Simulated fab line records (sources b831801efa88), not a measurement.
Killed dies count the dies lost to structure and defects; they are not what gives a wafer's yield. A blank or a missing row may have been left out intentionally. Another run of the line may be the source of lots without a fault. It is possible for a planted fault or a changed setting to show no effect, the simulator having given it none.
Which tool was responsible?	flow sky130	11 lots with 33 wafers sampled at 3 steps, on a route of 708 steps

== WHAT THE GAUGES SHOWED, per wafer ==
SKY_SD_N_RS_MEAS_16: the measuring method here is four-point-probe.
lot	measured	on	SD_N_RS (ohm/sq)
L344	day 28 11:25	film_metro-02	68.58 68.72 68.54
L345	day 28 12:20	film_metro-02	68.55 68.64 68.68
L351	day 31 07:04	film_metro-01	71.17 71.37 71.17
L354	day 31 21:12	film_metro-02	71.36 71.28 71.33
L357	day 32 17:25	film_metro-01	68.33 68.45 68.49
L359	day 33 09:17	film_metro-03	68.50 68.57 68.62
L360	day 33 17:35	film_metro-01	68.44 68.41 68.31
L362	day 34 03:40	film_metro-01	68.59 68.59 68.45
L363	day 34 08:51	film_metro-02	68.70 68.64 68.75
L364	day 34 15:19	film_metro-02	68.94 68.69 68.62
L366	day 35 12:36	film_metro-02	68.78 68.70 68.68

SKY_SD_N_RS_MEAS_17: the measuring method here is four-point-probe.
lot	measured	on	SD_P_RS (ohm/sq)
L344	day 28 11:32	film_metro-02	147.2 147.0 147.2
L345	day 28 12:28	film_metro-02	147.3 147.5 147.3
L351	day 31 07:11	film_metro-01	162.1 162.7 162.7
L354	day 31 21:19	film_metro-02	162.4 161.8 161.8
L357	day 32 17:32	film_metro-01	146.8 146.7 146.5
L359	day 33 09:25	film_metro-03	146.6 146.7 147.2
L360	day 33 17:43	film_metro-01	147.2 147.1 146.7
L362	day 34 03:47	film_metro-01	147.3 146.7 146.6
L363	day 34 08:58	film_metro-02	147.5 147.6 147.5
L364	day 34 15:26	film_metro-02	147.6 147.6 147.7
L366	day 35 12:43	film_metro-02	147.3 147.5 147.1

== TOOL THAT RAN EACH LOT (tool first, then ch and the chambers of the sampled wafers, then the start) ==
lot	SKY_SD_N_RTA_14
L344	rtp_anneal-01 ch 0, day 28 11:13
L345	rtp_anneal-02 ch 0, day 28 12:10
L351	rtp_anneal-01 ch 0, day 31 06:54
L354	rtp_anneal-01 ch 0, day 31 21:02
L357	rtp_anneal-02 ch 0, day 32 17:14
L359	rtp_anneal-02 ch 0, day 33 09:07
L360	rtp_anneal-02 ch 0, day 33 17:25
L362	rtp_anneal-01 ch 0, day 34 03:29
L363	rtp_anneal-02 ch 0, day 34 08:41
L364	rtp_anneal-01 ch 0, day 34 15:08
L366	rtp_anneal-01 ch 0, day 35 12:26
- SKY_SD_N_RTA_14: time 2 s.

== AS READ BY THE TOOLS THEMSELVES (means over the sampled wafers that have a number; for cases with no such wafer, the mark the record gives instead) ==
SKY_SD_N_RTA_14.
lot	tool	lamp_power_pct (%)	wafer_temp_C_max
L344	rtp_anneal-01	15.69	1077.6
L345	rtp_anneal-02	15.73	1077.9
L351	rtp_anneal-01	15.72	1077.1
L354	rtp_anneal-01	15.77	1079.0
L357	rtp_anneal-02	15.74	1078.6
L359	rtp_anneal-02	15.73	1077.2
L360	rtp_anneal-02	15.76	1077.5
L362	rtp_anneal-01	15.77	1077.8
L363	rtp_anneal-02	15.73	1078.3
L364	rtp_anneal-01	15.75	1078.2
L366	rtp_anneal-01	15.74	1079.3

== THE ANSWER, worked out from the rows above alone ==
Rule: the lots themselves supply what counts as usual. Put in order of their means at a reading, lots are off if they are a third of the lots or fewer, leave a main group of 4 or more, and stand apart from it by a gap of 3 or more times the standard deviation of the main group's means; of several such gaps the widest counts. A main group is skipped when, at the precision printed for the reading in the tables above, its means are all equal. Also off: a lot with no number at a reading for which 4 or more lots have one. Where the step has rows for the other lots, those lots are counted as sound. After the gauges, taken in route order, come the tools' own readings; for these a lot's mean is taken, as printed above. At the first step where some lot is off, the reading lying furthest off is the one used; lots without a number count as furthest.
Off: L351, L354, at SKY_SD_N_RS_MEAS_16 (SD_N_RS). Mean 68.59 ohm/sq and standard deviation 0.12 in the main group.
A tool fits if, at a process step before that reading, it ran every lot that is off, and no sound lot after the first of them. Gauges at SKY_SD_N_RS_MEAS_16: tried the same way as those tools. None of those tried fits.

== WHAT THE SIMULATOR HAD PUT IN ==
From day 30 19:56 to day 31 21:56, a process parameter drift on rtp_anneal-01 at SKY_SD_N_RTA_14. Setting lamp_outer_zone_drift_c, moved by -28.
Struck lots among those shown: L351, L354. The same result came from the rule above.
